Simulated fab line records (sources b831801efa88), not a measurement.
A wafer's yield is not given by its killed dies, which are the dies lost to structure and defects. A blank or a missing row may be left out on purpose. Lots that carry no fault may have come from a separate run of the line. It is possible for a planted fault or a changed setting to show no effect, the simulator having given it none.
The tool behind it: which one? | flow sky130 | 6 lots, 18 wafers sampled, at 2 steps of a route of 708

WHAT EACH GAUGE READ, for each wafer
SKY_VT_ADJUST_PCH_TW_MEAS_10.
lot  | measured     | on           | VT_ADJUST_PCH_TW
L823 | day 11 20:33 | filmMetro-01 | 140.9 141.4 141.2
L826 | day 12 09:35 | filmMetro-01 | 141.7 141.3 142.0
L829 | day 13 09:26 | filmMetro-01 | 140.1 140.3 141.9
L833 | day 14 16:17 | filmMetro-01 | 141.5 142.6 143.1
L837 | day 16 01:45 | filmMetro-03 | 143.6 143.9 143.4
L840 | day 17 01:13 | filmMetro-03 | 141.9 143.6 143.2

WHICH TOOL RAN EACH LOT (tool, then ch and the chambers of the sampled wafers, then the start)
lot  | SKY_VT_ADJUST_HVTR_STRIP_10
L823 | plasmaAsher-01 ch 0,1, day 10 19:08
L826 | plasmaAsher-01 ch 0,1, day 11 09:21
L829 | plasmaAsher-03 ch 0,1, day 12 08:42
L833 | plasmaAsher-03 ch 0,1, day 13 13:22
L837 | plasmaAsher-03 ch 0,1, day 14 22:30
L840 | plasmaAsher-01 ch 1, day 15 20:46
- SKY_VT_ADJUST_HVTR_STRIP_10: strips in O2/N2.

THE ANSWER, worked out from the rows above alone
Rule: the usual values come from the lots themselves. The widest of any qualifying gaps counts: lots, ordered by their means at a reading, are off when they make up no more than a third of the lots, leave a main group of 4 or more, and stand apart from it by 3 or more times the standard deviation of that group's means. A main group whose means are all the same, to the digits that the tables above print for the reading, isn't used. A lot without any number at a reading at which 4 lots or more have one is off too. Any other lot the step has rows for is counted as sound.
No lot is off on any of the readings shown, so nothing can be concluded from this.

WHAT THE SIMULATOR HAD INSERTED
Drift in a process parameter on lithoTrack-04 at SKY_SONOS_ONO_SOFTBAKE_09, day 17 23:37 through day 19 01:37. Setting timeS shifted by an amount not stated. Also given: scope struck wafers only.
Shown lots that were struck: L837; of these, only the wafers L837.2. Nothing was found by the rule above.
